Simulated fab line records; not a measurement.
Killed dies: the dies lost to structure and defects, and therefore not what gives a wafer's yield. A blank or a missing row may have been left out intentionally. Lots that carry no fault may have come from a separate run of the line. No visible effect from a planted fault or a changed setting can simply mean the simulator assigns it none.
Which of the tools did it? -- flow gf180mcu -- 11 lots with 33 wafers sampled at 2 steps, on a route of 602 steps

WHAT EACH GAUGE READ, for each wafer
GF_CONTACT_RS_MEAS_25: uses a four-point probe to measure.
lot,measured,on,CONTACT_W_RS (ohm/sq)
L815,day 16 03:02,film metro-04,0.375 0.375 0.381
L816,day 16 13:33,film metro-04,0.379 0.380 0.383
L817,day 17 01:04,film metro-04,0.380 0.385 0.385
L824,day 20 02:24,film metro-02,0.386 0.388 0.636
L825,day 20 10:25,film metro-03,0.633 0.381 0.630
L826,day 20 19:15,film metro-03,0.631 0.377 0.629
L828,day 21 11:50,film metro-02,0.379 0.383 0.370
L832,day 22 20:47,film metro-04,0.378 0.384 0.387
L833,day 23 11:32,film metro-04,0.387 0.387 0.385
L835,day 23 23:46,film metro-03,0.377 0.381 0.375
L837,day 24 11:56,film metro-04,0.383 0.379 0.378

WHICH TOOL RAN EACH LOT (tool, then ch and the chambers of the sampled wafers, then the start)
lot,GF_CONTACT_CVD_24
L815,"cvd w-01 ch 0,1, day 16 02:54"
L816,"cvd w-01 ch 0,1, day 16 13:26"
L817,"cvd w-01 ch 0,1, day 17 00:58"
L824,"cvd w-02 ch 0,1, day 20 02:18"
L825,"cvd w-02 ch 0,1, day 20 10:19"
L826,"cvd w-02 ch 0,1, day 20 19:07"
L828,"cvd w-01 ch 0,1, day 21 11:44"
L832,"cvd w-01 ch 0,1, day 22 20:40"
L833,"cvd w-02 ch 0,1, day 23 11:26"
L835,"cvd w-02 ch 0, day 23 23:35"
L837,"cvd w-02 ch 0,1, day 24 11:50"
- GF_CONTACT_CVD_24: deposits W, target thk 300 nm, time 90.339 s.

THE ANSWER, worked out from the rows above alone
Rule: what is usual is taken from the lots themselves. The widest of any qualifying gaps counts: lots, ordered by their means at a reading, are off when they make up no more than a third of the lots, leave a main group of 4 or more, and stand apart from it by 3 or more times the standard deviation of that group's means. If all means in a main group match to the digits the tables above print for the reading, that group is not used. A lot without any number at a reading at which 4 lots or more have one is off too. The other lots that the step has rows for count as sound.
Off: L824, L825, L826, seen at GF_CONTACT_RS_MEAS_25 (CONTACT_W_RS). For the main group the mean is 0.381 ohm/sq and the standard deviation 0.0031.
A tool fits if, at a process step before that reading, it ran every lot that is off, and no sound lot after the first of them. Those tools and the gauges at GF_CONTACT_RS_MEAS_25 are tried in the same way. None of those tried fits.

WHAT HAD BEEN PUT IN BY THE SIMULATOR
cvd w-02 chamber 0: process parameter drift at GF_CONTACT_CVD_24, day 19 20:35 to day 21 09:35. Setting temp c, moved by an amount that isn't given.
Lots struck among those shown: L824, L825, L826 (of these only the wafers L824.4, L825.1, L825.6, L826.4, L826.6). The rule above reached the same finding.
